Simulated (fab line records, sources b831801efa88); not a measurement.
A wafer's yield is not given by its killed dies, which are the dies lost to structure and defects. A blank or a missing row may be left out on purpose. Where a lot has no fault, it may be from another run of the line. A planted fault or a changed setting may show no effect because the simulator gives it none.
A struck lot beside a sound one	flow sky130	43 out of 708 route steps
Sound: wafers L532.1, L532.4, L532.5. Struck: wafer L542.1 (left out: L542.2, L542.3 of the same lot, which were not struck); the cause appears at the end.
Each step with rows lists, per side, the tool, then ch with its chambers, then its first start. Under that, the readings that differ: sound wafers	struck wafers	difference of the means	sigmas: that difference in standard deviations of wafers without a fault.
alike: same words and numbers on both sides, and readings whose means sit less than 2 such deviations apart. not compared: any withheld reading, any reading some wafer has no value for, any bound like >300 that may hide the same value, and any number with overlapping values for which the record gives no deviation.
A row with sigmas, a row that says differs or no value, or rows on one side alone: a step with any of these is where the two part. Non-overlapping numbers with no deviation appear without sigmas and do not part them. A reading that every wafer of one side lacks parts them only if that side has two wafers or more.

first, 1 step without rows for these wafers: SKY_METAL5_SPUTTER_04 (material TiN, target thk 70 nm, time 58.3 s).
SKY_METAL5_RS_MEAS_05: the measuring method here is four-point-probe.
  sound: film-metro-01 at day 43 04:36; struck: film-metro-03 at day 45 18:52
  alike: METAL5_ALCU_RS
SKY_METAL5_THK_MEAS_06: measures by xrf.
  sound: film-metro-01 at day 43 04:43; struck: film-metro-03 at day 45 18:59
  alike: METAL5_ALCU_THK
then, 7 steps without rows for these wafers: SKY_METAL5_DEHYDRATE_07 (time 60 s); SKY_METAL5_HMDS_08 (prime time 60 s); SKY_METAL5_COAT_09 (resist thk 1800 nm); SKY_METAL5_SOFTBAKE_10 (time 58.81 s); SKY_METAL5_EXPOSE_11 (exposes mask MM5, target cd 1600 nm); SKY_METAL5_PEB_12; SKY_METAL5_DEVELOP_13 (develop time 60 s).
SKY_METAL5_DESCUM_14: chemistry O2, time 11 s.
  sound on rie-metal-03 ch 0,1, day 44 04:16; struck on rie-metal-04 ch 0, day 46 15:32
  alike: drypump-motor-current-A, oes-product-au
  not compared: rf-hours-counter-h
SKY_METAL5_METAL_ETCH_15: etches the open film in Cl2/BCl3, stops on SiO2, target depth 1260 nm, time 252 s.
  sound on rie-metal-03 ch 0,1, day 44 04:18; struck on rie-metal-04 ch 0, day 46 15:34
  alike: bcl3-flow-sccm, bias-w, drypump-motor-current-A, oes-product-au, throttle-valve-pct
  not compared: rf-hours-counter-h
SKY_METAL5_STRIP_16: strips in O2/N2.
  sound on plasma-asher-02 ch 0,1, day 44 04:32; struck on plasma-asher-03 ch 0, day 46 15:49
  alike: drypump-motor-current-A, n2-flow-sccm, oes-product-au, strip-time-to-endpoint-s
  not compared: rf-hours-counter-h
then, 4 steps without rows for these wafers: SKY_METAL5_STRIP_17 (strips in post etch residue remover, time 1200 s); SKY_METAL5_CLEAN_18 (cleans in IPA, time 180 s); SKY_METAL5_CLEAN_19 (cleans in O3/DIW); SKY_PASSIVATION_CVD_00 (deposits SiO2, target thk 90 nm).
SKY_PASSIVATION_THK_MEAS_01:
  sound: film-metro-04 at day 44 05:09; struck: film-metro-01 at day 46 16:26
reading	sound	struck	difference	sigmas
PASSIVATION_CVD_00_THK (nm)	87.4 89.0 89.4	86.2	-2.4	-2
then, 1 step without rows for these wafers: SKY_PASSIVATION_CVD_02 (deposits Si3N4, target thk 540 nm).
SKY_PASSIVATION_THK_MEAS_03:
  sound: film-metro-02 at day 44 05:26; struck: film-metro-02 at day 46 16:43
reading	sound	struck	difference	sigmas
PASSIVATION_CVD_02_THK (nm)	534 538 547	525	-15	-2
then, 7 steps without rows for these wafers: SKY_PASSIVATION_DEHYDRATE_04 (time 60 s); SKY_PASSIVATION_HMDS_05 (prime time 60 s); SKY_PASSIVATION_COAT_06 (resist thk 3000 nm); SKY_PASSIVATION_SOFTBAKE_07; SKY_PASSIVATION_EXPOSE_08 (exposes mask NSM, target cd 3000 nm); SKY_PASSIVATION_PEB_09; SKY_PASSIVATION_DEVELOP_10 (develop time 60 s).
SKY_PASSIVATION_ETCH_11: etches the open film in CF4/O2, stops on AlCu, target depth 725 nm, time 161.1 s.
  sound on rie-diel-03 ch 0,2, day 45 04:04; struck on rie-diel-01 ch 3, day 47 12:58
reading	sound	struck	difference	sigmas
drypump-motor-current-A (A)	6.4 6.0 6.4	4.9	-1.4	-3
oes-product-au (a.u.)	0.981 0.977 0.988	0.951	-0.031	-4
  alike: bias-w, throttle-valve-pct
  not compared: rf-hours-counter-h
SKY_PASSIVATION_STRIP_12: strips in O2/N2.
  sound on plasma-asher-02 ch 0, day 45 04:11; struck on plasma-asher-04 ch 1, day 47 13:05
reading	sound	struck	difference	sigmas
strip-time-to-endpoint-s (s)	31.51 31.55 31.43	31.80	+0.30	+2
  alike: drypump-motor-current-A, n2-flow-sccm, oes-product-au
  not compared: rf-hours-counter-h
then, 7 steps without rows for these wafers: SKY_PAD_OPEN_DEHYDRATE_00 (time 60 s); SKY_PAD_OPEN_HMDS_01 (prime time 60 s); SKY_PAD_OPEN_COAT_02 (resist thk 3000 nm); SKY_PAD_OPEN_SOFTBAKE_03; SKY_PAD_OPEN_EXPOSE_04 (exposes mask PDM, target cd 60000 nm); SKY_PAD_OPEN_PEB_05; SKY_PAD_OPEN_DEVELOP_06 (develop time 60 s).
SKY_PAD_OPEN_ETCH_07: etches the open film in CF4/O2, stops on AlCu, target depth 725 nm, time 161.1 s.
  sound on rie-diel-02 ch 0,3, day 46 01:28; struck on rie-diel-02 ch 3, day 48 08:10
  alike: bias-w, drypump-motor-current-A, oes-product-au, throttle-valve-pct
  not compared: rf-hours-counter-h
then, 5 steps without rows for these wafers: SKY_PAD_OPEN_STRIP_08 (strips in O2/N2); SKY_PAD_OPEN_STRIP_09 (strips in post etch residue remover, time 1200 s); SKY_PAD_OPEN_CLEAN_10 (cleans in IPA, time 180 s); SKY_PAD_OPEN_CLEAN_11 (cleans in O3/DIW); SKY_PAD_OPEN_ANNEAL_12.
SKY_PAD_OPEN_PROBE_99:
  sound: prober-01 at day 46 03:47; struck: prober-02 at day 48 10:32
reading	sound	struck	difference	sigmas
defect-limited-yield (%)	79.9 84.8 80.3	73.4	-8.3	-4
killed_at_M4_up	3 5 3	51	+47	+25
killed-at-other	0 0 0	1	+1	+2
killed-dies	99 75 97	131	+41	+4
sort_bin_3_pad_short (%)	0.6 1.0 1.2	3.9	+3.0	+7
sort_bin_5_function (%)	13.4 9.6 11.4	15.2	+3.7	+2
sort-n-pass	393 417 395	361	-41	-4
sort-yield-pct (%)	79.9 84.8 80.3	73.4	-8.3	-4
model.etest.tester.sort-n-pass	393 417 395	361	-41	
model.etest.tester.sort-yield-pct (%)	79.88 84.76 80.28	73.37	-8.27	
model.etest.tester.sort_bin_5_pct (%)	13.41 9.553 11.38	15.24	+3.79	
model.etest.tester.sort_bin_3_pct (%)	0.6098 1.016 1.22	3.862	+2.913	
  alike: killed_at_M0_to_M3, killed-at-contacts, killed-at-front-end, killed-open, killed-short, sort_bin_6_memory

== WHERE THEY PART ==
At SKY_PASSIVATION_THK_MEAS_01 first; at SKY_PAD_OPEN_PROBE_99 last (within this record only).

WHY: whatever the simulator had introduced
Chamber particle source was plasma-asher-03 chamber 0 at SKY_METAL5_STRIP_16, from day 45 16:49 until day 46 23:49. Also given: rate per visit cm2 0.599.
